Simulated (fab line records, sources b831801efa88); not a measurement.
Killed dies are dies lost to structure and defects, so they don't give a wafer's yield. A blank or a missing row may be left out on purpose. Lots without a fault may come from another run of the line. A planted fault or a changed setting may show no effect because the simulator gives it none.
Which tool did it? | flow sky130 | 12 lots, 36 wafers sampled, at 4 steps of a route of 708

WHAT THE GAUGES READ, wafer by wafer
SKY_FIELD_ISO_THK_MEAS_02. Usual: FIELD_ISO_OXIDATION_00_THK 12.02 nm, standard deviation 0.24.
lot  | measured    | on            | FIELD_ISO_OXIDATION_00_THK (nm) | flag
L509 | day 1 22:02 | film_metro-04 | 11.86 12.00 11.80               |
L510 | day 2 02:38 | film_metro-01 | 12.38 12.04 11.97               |
L511 | day 2 07:38 | film_metro-01 | 12.21 12.15 12.09               |
L512 | day 2 12:40 | film_metro-03 | 12.00 12.06 11.73               |
L513 | day 2 17:39 | film_metro-03 | 12.24 12.11 12.08               |
L514 | day 2 22:40 | film_metro-03 | 11.79 12.18 11.94               |
L515 | day 3 03:39 | film_metro-03 | 12.01 12.14 12.00               |
L517 | day 3 14:52 | film_metro-03 | 11.79 12.00 11.93               |
L519 | day 4 00:42 | film_metro-03 | 12.14 12.18 12.39               |
L521 | day 4 11:45 | film_metro-03 | 11.89 11.70 11.80               |
L522 | day 4 14:39 | film_metro-04 | 11.93 11.92 11.61               |
L529 | day 6 02:22 | film_metro-03 | 12.53 12.45 12.64               |

SKY_NWELL_TW_MEAS_26. Usual: NWELL_2_TW 499, standard deviation 5.5.
lot  | measured     | on            | NWELL_2_TW  | flag
L509 | day 6 12:35  | film_metro-03 | 496 491 496 |
L510 | day 6 13:20  | film_metro-03 | 495 494 496 |
L511 | day 6 09:32  | film_metro-03 | 496 493 497 |
L512 | day 6 23:16  | film_metro-03 | 495 495 495 |
L513 | day 6 23:37  | film_metro-03 | 499 496 499 |
L514 | day 7 04:13  | film_metro-03 | 496 495 492 |
L515 | day 7 10:01  | film_metro-03 | 492 493 496 |
L517 | day 7 21:41  | film_metro-03 | 494 496 494 |
L519 | day 8 08:14  | film_metro-01 | 504 505 506 |
L521 | day 8 23:50  | film_metro-02 | 506 512 509 |
L522 | day 9 03:44  | film_metro-02 | 505 504 502 |
L529 | day 11 00:32 | film_metro-01 | 501 500 502 |

SKY_VT_ADJUST_NCORE_OVL_MEAS_08. Usual: VT_ADJUST_NCORE_OVL -0.2 nm, standard deviation 1.4.
lot  | measured     | on         | VT_ADJUST_NCORE_OVL (nm) | flag
L509 | day 9 23:58  | overlay-02 | 0.9 1.9 2.6              |
L510 | day 10 01:46 | overlay-01 | 1.6 2.4 -0.1             |
L511 | day 9 21:58  | overlay-02 | 1.5 -0.2 0.1             |
L512 | day 10 13:32 | overlay-02 | -1.5 -1.0 -3.3           |
L513 | day 10 14:07 | overlay-01 | 1.1 1.2 -2.1             |
L514 | day 10 18:14 | overlay-01 | -193.0 -192.6 -193.5     | OFF
L515 | day 11 02:02 | overlay-01 | -191.0 -190.6 -189.3     | OFF
L517 | day 11 15:40 | overlay-01 | -192.0 -192.6 -192.4     | OFF
L519 | day 12 04:37 | overlay-02 | -191.2 -190.6 -190.7     | OFF
L521 | day 12 22:28 | overlay-01 | 1.5 -1.7 0.9             |
L522 | day 13 04:43 | overlay-01 | 2.1 0.9 0.7              |
L529 | day 15 10:43 | overlay-01 | -0.9 -0.7 0.3            |

WHICH TOOL RAN EACH LOT (tool, then ch and the chambers of the sampled wafers, then the start)
lot  | SKY_VT_ADJUST_NCORE_EXPOSE_04
L509 | iline_stepper-02 ch 0, day 9 13:08
L510 | iline_stepper-02 ch 0, day 9 14:56
L511 | iline_stepper-02 ch 0, day 9 11:20
L512 | iline_stepper-01 ch 0, day 10 02:17
L513 | iline_stepper-01 ch 0, day 10 02:53
L514 | iline_stepper-01 ch 0, day 10 07:21
L515 | iline_stepper-01 ch 0, day 10 14:38
L517 | iline_stepper-01 ch 0, day 11 03:04
L519 | iline_stepper-01 ch 0, day 11 16:01
L521 | iline_stepper-02 ch 0, day 12 10:02
L522 | iline_stepper-02 ch 0, day 12 15:56
L529 | iline_stepper-02 ch 0, day 14 20:40
- SKY_VT_ADJUST_NCORE_EXPOSE_04: exposes mask LVTN COMPLEMENT THIN, target cd 380 nm.

WHAT THE TOOLS THEMSELVES READ (means of the sampled wafers that have a number; where no wafer has one, the mark that the record gives instead)
SKY_VT_ADJUST_NCORE_EXPOSE_04. Usual: stage_vel_mm_s 499.95 mm/s, standard deviation 0.24.
lot  | tool             | stage_vel_mm_s (mm/s) | flag
L509 | iline_stepper-02 | 499.89                |
L510 | iline_stepper-02 | 500.00                |
L511 | iline_stepper-02 | 499.91                |
L512 | iline_stepper-01 | 500.01                |
L513 | iline_stepper-01 | 499.94                |
L514 | iline_stepper-01 | 499.74                |
L515 | iline_stepper-01 | 499.95                |
L517 | iline_stepper-01 | 499.86                |
L519 | iline_stepper-01 | 499.80                |
L521 | iline_stepper-02 | 499.96                |
L522 | iline_stepper-02 | 499.66                |
L529 | iline_stepper-02 | 499.95                |

THE ANSWER, worked out from the rows above alone
Rule: a lot is off if the mean of its wafers that have a number lies more than 3 standard deviations from the usual mean. A lot without any number at a reading at which 4 lots or more have one is off too. The other lots that the step has rows for count as sound. The gauges are gone through in route order, then the tools' own readings, and for those a lot's mean is taken as printed above. The first step at which some lot is off is used, and at that step the reading that is off furthest; a lot without a number counts as furthest.
Off: L514, L515, L517, L519, at SKY_VT_ADJUST_NCORE_OVL_MEAS_08 (VT_ADJUST_NCORE_OVL).
A tool fits if, at a process step before that reading, it ran every lot that is off, and no sound lot after the first of them. The gauges at SKY_VT_ADJUST_NCORE_OVL_MEAS_08 are tried like those tools. One fits: iline_stepper-01 at SKY_VT_ADJUST_NCORE_EXPOSE_04. Its last sound lot is L513 (day 10 02:53), its first lot that is off L514 (day 10 07:21): a fault that began between those two fits.

WHAT THE SIMULATOR HAD PUT IN
Scanner matching overlay: iline_stepper-01, from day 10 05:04 on, at SKY_VT_ADJUST_NCORE_EXPOSE_04. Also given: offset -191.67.
Lots struck among those shown: L514, L515, L517, L519. The rule above found the same.
